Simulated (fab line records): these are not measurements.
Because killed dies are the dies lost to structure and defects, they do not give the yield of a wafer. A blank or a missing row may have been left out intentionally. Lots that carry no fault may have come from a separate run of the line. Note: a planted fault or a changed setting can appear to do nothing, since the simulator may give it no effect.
Chamber matching | flow sky130 | SKY_LI_CONTACT_CMP_02 on cmp-02: 4 sister chambers
The step polishes PSG. 4 wafers are shown with their chamber, then 12 later ones without.

## WAFERS WITH THEIR CHAMBER
wafer  | chamber | motor current A (A)
L083.5 | 3       | 12.1
L089.2 | 1       | 12.4
L089.3 | 0       | 10.0
L089.4 | 2       | 10.8

## WAFERS WHOSE CHAMBER IS MISSING
wafer  | motor current A (A)
L090.3 | 11.8
L090.5 | 11.9
L090.6 | 9.3
L091.2 | 10.0
L091.4 | 12.6
L091.5 | 11.4
L092.1 | 9.8
L092.2 | 12.4
L092.4 | 12.3
L097.3 | 11.6
L097.4 | 11.4
L097.5 | 11.3

## EACH ONE'S CHAMBER
wafer  | from the rows above               | in truth
L090.3 | can't be placed: 3 or 1 or 2      | 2
L090.5 | can't be placed: 3 or 1           | 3
L090.6 | can't be placed: 0 or 2           | 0
L091.2 | can't be placed: 0 or 2           | 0
L091.4 | can't be placed: 1 or 3           | 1
L091.5 | can't be placed: 2 or 3 or 1 or 0 | 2
L092.1 | can't be placed: 0 or 2           | 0
L092.2 | can't be placed: 1 or 3           | 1
L092.4 | can't be placed: 1 or 3           | 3
L097.3 | can't be placed: 3 or 2 or 1      | 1
L097.4 | can't be placed: 2 or 3 or 1 or 0 | 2
L097.5 | can't be placed: 2 or 3 or 1 or 0 | 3
Correctly placed: 0 of 12. These rows do not allow placing 12 (true chamber among the candidates in 12). Placed wrongly: 0.
How it was worked out, from the rows above alone: a wafer's distance from a chamber is the root of the sum, over the readings, of the square of ((its reading less the chamber's mean) divided by the reading's scatter). If the next closest chamber is less than 2 further off than the closest, the wafer can't be placed; otherwise it belongs to the closest. The mean given for a chamber averages the wafers shown for that chamber. The scatter: root of mean squared gap, hidden wafer to nearest shown wafer, with one shown wafer a chamber.
